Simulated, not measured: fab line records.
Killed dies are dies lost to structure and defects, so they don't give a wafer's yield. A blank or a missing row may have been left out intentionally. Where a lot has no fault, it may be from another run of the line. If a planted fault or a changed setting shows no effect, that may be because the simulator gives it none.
Comparing a struck lot with a sound one ; flow gf180mcu ; 33 steps out of a route of 602
Sound: the wafers L401.1, L401.2, L401.5. Wafers struck: L412.1, L412.2, L412.6. Last of all comes the cause.
Each step with rows lists, per side, the tool, then ch with its chambers, then its first start. Under that, the readings that differ: sound wafers ; struck wafers ; difference of the means ; sigmas: that difference in standard deviations of wafers without a fault.
alike: same words and numbers on both sides, and readings whose means sit less than 2 such deviations apart. not compared: any withheld reading, any reading some wafer has no value for, any bound like >300 that may hide the same value, and any number with overlapping values for which the record gives no deviation.
The two part at a step that has a row with sigmas, a row that says differs or no value, or rows on one side only. Numbers that have no deviation but don't overlap get no sigmas and don't part them. A reading missing from all wafers of one side parts the sides only when that side holds two or more wafers.

first, 9 steps without rows for these wafers: GF_HV_LDD_STRIP_37 (strips in O2/N2); GF_HV_LDD_DEHYDRATE_39 (time 60 s); GF_HV_LDD_HMDS_40 (prime time 60 s); GF_HV_LDD_COAT_41 (resist thk 1000 nm); GF_HV_LDD_SOFTBAKE_42 (time 60 s); GF_HV_LDD_EXPOSE_43 (exposes mask Pplus HV AREA, target cd 400 nm); GF_HV_LDD_PEB_44; GF_HV_LDD_DEVELOP_45 (develop time 60 s); GF_HV_LDD_IMPLANT_48.
GF_HV_LDD_STRIP_49: strips in O2/N2.
  sound on plasmaAsher-01 ch 0,1, day 13 02:19; struck on plasmaAsher-01 ch 0,1, day 17 13:17
reading;sound;struck;difference;sigmas
chamberPressureMTorr (mTorr);1502.0 1500.8 1502.7;1497.8 1498.7 1499.8;-3.1;-2
  alike: drypumpMotorCurrentA, heaterPowerW, o2FlowSccm, oesProductAu, stripTimeToEndpointS
  not compared: rfHoursCounterH
then, 22 steps without rows for these wafers: GF_HV_LDD_CLEAN_51 (cleans in SC1/SC2, time 150 s); GF_HV_LDD_RTA_52 (time 10 s); GF_HV_LDD_CVD_54 (deposits SiO2 from TEOS, target thk 10 nm, time 75 s); GF_HV_LDD_CVD_56 (deposits Si3N4 from DCS/NH3, target thk 90 nm, time 1543 s); GF_HV_LDD_ETCHBACK_58 (etches Si3N4 in CH3F/O2, stops on SiO2, time 100 s, target depth 90 nm); GF_NSD_DEHYDRATE_00 (time 60 s); GF_NSD_HMDS_01 (prime time 60 s); GF_NSD_COAT_02 (resist thk 1014 nm); GF_NSD_SOFTBAKE_03 (time 60 s); GF_NSD_EXPOSE_04 (exposes mask Nplus, target cd 400 nm); GF_NSD_PEB_05; GF_NSD_DEVELOP_06 (develop time 60 s); GF_NSD_IMPLANT_09; GF_NSD_IMPLANT_10; GF_NSD_STRIP_11 (strips in O2/N2); GF_PSD_DEHYDRATE_00 (time 60 s); GF_PSD_HMDS_01 (prime time 60 s); GF_PSD_COAT_02 (resist thk 1000 nm); GF_PSD_SOFTBAKE_03 (time 60 s); GF_PSD_EXPOSE_04 (exposes mask Pplus, target cd 400 nm); GF_PSD_PEB_05; GF_PSD_DEVELOP_06 (develop time 60 s).
-- the record jumps here: 16 days lie between the struck wafers' starts before and after (it left off in module PSD and takes up again in module PASSIVATION, whose first step shown is number 602 of the route) --
GF_PASSIVATION_PROBE_99:
  the record has rows for the struck wafers here (prober-02, day 33 08:33) and none for the sound ones

WHERE THEY PART
Earliest at GF_HV_LDD_STRIP_49; latest, in this record, at GF_PASSIVATION_PROBE_99.

WHY: what the simulator had put in
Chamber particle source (plasmaAsher-01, GF_HV_LDD_STRIP_49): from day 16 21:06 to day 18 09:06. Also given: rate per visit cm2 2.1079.
